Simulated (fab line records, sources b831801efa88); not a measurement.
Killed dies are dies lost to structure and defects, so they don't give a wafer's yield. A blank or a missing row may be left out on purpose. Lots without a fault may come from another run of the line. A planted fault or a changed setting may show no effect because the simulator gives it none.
Chamber matching | flow sky130 | SKY_VIA3_ETCH_15 on rie_diel-04: 4 sister chambers
The step etches SiO2 in C4F8/O2/Ar, stops on TiN, target depth 507 nm, time 78 s. 16 wafers are shown with their chamber, then 8 later ones without.

WAFERS WITH THEIR CHAMBER
wafer  | chamber | oes_product_au (a.u.)
L074.3 | 3       | 0.944
L074.4 | 2       | 0.953
L074.5 | 1       | 0.950
L075.1 | 1       | 0.952
L075.4 | 0       | 0.956
L075.6 | 1       | 0.945
L080.1 | 3       | 0.947
L080.2 | 1       | 0.938
L080.3 | 2       | 0.948
L080.4 | 0       | 0.940
L080.5 | 0       | 0.939
L080.6 | 3       | 0.948
L082.3 | 1       | 0.955
L082.4 | 3       | 0.940
L082.6 | 3       | 0.943
L083.1 | 2       | 0.951

SIGNATURES (means of the wafers above)
reading        | chamber 0 | chamber 1 | chamber 2 | chamber 3 | scatter within a chamber
oes_product_au | 0.94500   | 0.94800   | 0.95067   | 0.94440   | 0.00587
Rule: a wafer's distance from a chamber is the root of the sum, over the readings, of the square of ((its reading less the chamber's mean) divided by the reading's scatter). The wafer belongs to the nearest chamber; if the next one is less than 2 further off, it can't be placed. The scatter: the root of (the sum of the squares of (reading less its chamber's mean) over the shown wafers, divided by (wafers less chambers)).

WAFERS WITHOUT THEIR CHAMBER
wafer  | oes_product_au (a.u.)
L083.2 | 0.950
L083.3 | 0.947
L087.2 | 0.945
L087.4 | 0.945
L087.6 | 0.952
L097.1 | 0.939
L097.2 | 0.940
L097.4 | 0.938

WHICH CHAMBER EACH WENT THROUGH
wafer  | from the rows above               | in truth
L083.2 | can't be placed: 2 or 1 or 0 or 3 | 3
L083.3 | can't be placed: 1 or 0 or 3 or 2 | 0
L087.2 | can't be placed: 0 or 3 or 1 or 2 | 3
L087.4 | can't be placed: 0 or 3 or 1 or 2 | 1
L087.6 | can't be placed: 2 or 1 or 0 or 3 | 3
L097.1 | can't be placed: 3 or 0 or 1 or 2 | 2
L097.2 | can't be placed: 3 or 0 or 1 or 2 | 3
L097.4 | can't be placed: 3 or 0 or 1 or 2 | 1
Placed correctly: 0 of 8. Can't be placed from these rows: 8 (the true chamber is among the candidates in 8). Placed wrongly: 0.
